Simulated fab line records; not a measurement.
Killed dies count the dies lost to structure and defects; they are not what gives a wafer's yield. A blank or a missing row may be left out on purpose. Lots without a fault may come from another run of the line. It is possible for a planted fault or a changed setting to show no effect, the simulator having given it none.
What tool caused it? | flow gf180mcu | 24 lots with 72 wafers sampled at 3 steps, on a route of 602 steps

== WHAT THE GAUGES READ, wafer by wafer ==
GF_M2_OVL_MEAS_15.
lot  | measured     | on         | M2_OVL (nm)
L074 | day 18 21:05 | overlay-01 | -3 -2 -5
L075 | day 19 19:38 | overlay-02 | 3 -3 -5
L076 | day 19 21:23 | overlay-02 | 8 0 10
L077 | day 20 18:13 | overlay-01 | -8 -9 -10
L078 | day 20 23:32 | overlay-02 | 0 -1 1
L079 | day 21 22:02 | overlay-02 | -12 -15 -5
L080 | day 21 22:59 | overlay-01 | 3 0 2
L081 | day 22 02:11 | overlay-02 | 4 4 8
L082 | day 22 07:14 | overlay-01 | -8 -7 -4
L083 | day 22 12:47 | overlay-01 | -1 -6 2
L084 | day 22 16:59 | overlay-01 | -15 -12 -13
L085 | day 23 06:59 | overlay-01 | 0 -6 -8
L086 | day 23 16:08 | overlay-01 | -10 -4 -14
L087 | day 23 22:53 | overlay-02 | 2 3 0
L088 | day 24 05:25 | overlay-02 | 5 7 5
L089 | day 24 14:29 | overlay-01 | 0 1 -3
L090 | day 24 23:04 | overlay-01 | -8 -10 -9
L091 | day 25 04:19 | overlay-02 | 0 -7 0
L092 | day 25 10:17 | overlay-01 | -4 -9 -10
L093 | day 25 19:38 | overlay-01 | -11 -14 -2
L094 | day 26 05:25 | overlay-01 | -3 -3 0
L095 | day 26 11:02 | overlay-01 | -4 -2 -2
L096 | day 26 16:29 | overlay-02 | -3 1 -4
L097 | day 27 04:44 | overlay-02 | 1 -2 3

== WHICH TOOL RAN EACH LOT (tool, then ch and the chambers of the sampled wafers, then the start) ==
lot  | GF_V1_ETCH_16                      | GF_V1_SPUTTER_22
L074 | rie-diel-04 ch 1,2, day 17 20:05   | pvd-sputter-03, day 17 20:49
L075 | rie-diel-01 ch 1,2,3, day 18 18:01 | pvd-sputter-01, day 18 18:44
L076 | rie-diel-02 ch 1,3, day 18 19:26   | pvd-sputter-02, day 18 20:10
L077 | rie-diel-01 ch 1,2,3, day 19 16:46 | pvd-sputter-01, day 19 17:29
L078 | rie-diel-04 ch 0,1,3, day 19 21:11 | pvd-sputter-02, day 19 21:54
L079 | rie-diel-04 ch 1,3, day 20 20:14   | pvd-sputter-02, day 20 20:58
L080 | rie-diel-01 ch 0,1,2, day 20 21:19 | pvd-sputter-02, day 20 22:02
L081 | rie-diel-02 ch 0,1,2, day 21 01:13 | pvd-sputter-03, day 21 01:56
L082 | rie-diel-02 ch 0,2,3, day 21 05:44 | pvd-sputter-01, day 21 06:28
L083 | rie-diel-04 ch 0,2,3, day 21 11:43 | pvd-sputter-02, day 21 12:26
L084 | rie-diel-04 ch 0,3, day 21 15:28   | pvd-sputter-02, day 21 16:13
L085 | rie-diel-01 ch 0,1,3, day 22 05:38 | pvd-sputter-01, day 22 06:26
L086 | rie-diel-02 ch 1,2, day 22 15:49   | pvd-sputter-02, day 22 16:32
L087 | rie-diel-02 ch 0,2,3, day 22 22:28 | pvd-sputter-02, day 22 23:14
L088 | rie-diel-01 ch 1,3, day 23 05:46   | pvd-sputter-02, day 23 06:29
L089 | rie-diel-04 ch 0,2,3, day 23 14:31 | pvd-sputter-01, day 23 15:15
L090 | rie-diel-01 ch 0,3, day 23 23:16   | pvd-sputter-02, day 24 00:01
L091 | rie-diel-04 ch 0,1,3, day 24 04:35 | pvd-sputter-03, day 24 05:25
L092 | rie-diel-02 ch 0,3, day 24 10:35   | pvd-sputter-02, day 24 11:40
L093 | rie-diel-01 ch 0,2,3, day 24 21:02 | pvd-sputter-02, day 24 21:46
L094 | rie-diel-01 ch 1,3, day 25 06:28   | pvd-sputter-02, day 25 07:32
L095 | rie-diel-02 ch 0,1,2, day 25 12:32 | pvd-sputter-01, day 25 13:20
L096 | rie-diel-04 ch 0,1,3, day 25 17:22 | pvd-sputter-03, day 25 19:07
L097 | rie-diel-04 ch 1,2,3, day 26 05:19 | pvd-sputter-01, day 26 06:03
- GF_V1_ETCH_16: etches BARC in N2/H2.
- GF_V1_SPUTTER_22: material TiN, target thk 10 nm, time 40 s.

== WHAT THE TOOLS THEMSELVES READ (means of the sampled wafers that have a number; where no wafer has one, the mark that the record gives instead) ==
GF_V1_ETCH_16.
lot  | tool        | drypump-motor-current-A (A) | h2-flow-sccm (sccm) | oes-product-au (a.u.) | throttle-valve-pct (%)
L074 | rie-diel-04 | 6.2                         | 199.3               | 0.856                 | 13.223
L075 | rie-diel-01 | 5.7                         | 200.5               | 0.852                 | 13.227
L076 | rie-diel-02 | 5.7                         | 199.8               | 0.857                 | 13.222
L077 | rie-diel-01 | 5.7                         | 200.1               | 0.852                 | 13.218
L078 | rie-diel-04 | 5.5                         | 200.3               | 0.854                 | 13.227
L079 | rie-diel-04 | 6.0                         | 199.7               | 0.852                 | 13.223
L080 | rie-diel-01 | 5.9                         | 200.1               | 0.859                 | 13.226
L081 | rie-diel-02 | 6.3                         | 199.7               | 0.859                 | 13.229
L082 | rie-diel-02 | 6.0                         | 199.8               | 0.852                 | 13.225
L083 | rie-diel-04 | 6.0                         | 200.1               | 0.850                 | 13.217
L084 | rie-diel-04 | 5.9                         | 199.4               | 0.849                 | 13.227
L085 | rie-diel-01 | 6.0                         | 199.9               | 0.853                 | 13.225
L086 | rie-diel-02 | 6.3                         | 199.8               | 0.859                 | 13.229
L087 | rie-diel-02 | 6.0                         | 200.2               | 0.861                 | 13.224
L088 | rie-diel-01 | 5.8                         | 200.2               | 0.860                 | 13.220
L089 | rie-diel-04 | 6.0                         | 199.3               | 0.858                 | 13.225
L090 | rie-diel-01 | 6.0                         | 199.7               | 0.852                 | 13.220
L091 | rie-diel-04 | 5.5                         | 200.0               | 0.855                 | 13.228
L092 | rie-diel-02 | 6.0                         | 199.8               | 0.852                 | 13.222
L093 | rie-diel-01 | 5.8                         | 199.9               | 0.853                 | 13.230
L094 | rie-diel-01 | 5.8                         | 200.3               | 0.847                 | 13.232
L095 | rie-diel-02 | 6.3                         | 200.3               | 0.858                 | 13.223
L096 | rie-diel-04 | 5.5                         | 200.5               | 0.853                 | 13.229
L097 | rie-diel-04 | 6.1                         | 200.1               | 0.857                 | 13.236

GF_V1_SPUTTER_22.
lot  | tool           | throttle-valve-pct (%)
L074 | pvd-sputter-03 | 29.4
L075 | pvd-sputter-01 | 30.1
L076 | pvd-sputter-02 | 30.0
L077 | pvd-sputter-01 | 30.1
L078 | pvd-sputter-02 | 29.2
L079 | pvd-sputter-02 | 30.0
L080 | pvd-sputter-02 | 30.0
L081 | pvd-sputter-03 | 29.6
L082 | pvd-sputter-01 | 29.6
L083 | pvd-sputter-02 | 29.6
L084 | pvd-sputter-02 | 29.4
L085 | pvd-sputter-01 | 29.3
L086 | pvd-sputter-02 | 29.6
L087 | pvd-sputter-02 | 28.8
L088 | pvd-sputter-02 | 29.4
L089 | pvd-sputter-01 | 29.9
L090 | pvd-sputter-02 | 30.5
L091 | pvd-sputter-03 | 29.3
L092 | pvd-sputter-02 | 30.2
L093 | pvd-sputter-02 | 29.2
L094 | pvd-sputter-02 | 29.2
L095 | pvd-sputter-01 | 29.4
L096 | pvd-sputter-03 | 29.4
L097 | pvd-sputter-01 | 30.2

== THE ANSWER, worked out from the rows above alone ==
Rule: usual is defined by the lots themselves. Put in order of their means at a reading, lots are off if they are a third of the lots or fewer, leave a main group of 4 or more, and stand apart from it by a gap of 3 or more times the standard deviation of the main group's means; of several such gaps the widest counts. Not used: any main group whose means are identical at the precision the tables above print for the reading. Also off: a lot with no number at a reading for which 4 or more lots have one. Any other lot the step has rows for is counted as sound. Order of review: gauges by route order, followed by the tools' own readings, for which a lot's mean as printed above is used. At the first step where some lot is off, the reading lying furthest off is the one used; lots without a number count as furthest.
No lot is off on any of the readings shown, so nothing can be concluded from this.

== WHAT THE SIMULATOR HAD PUT IN ==
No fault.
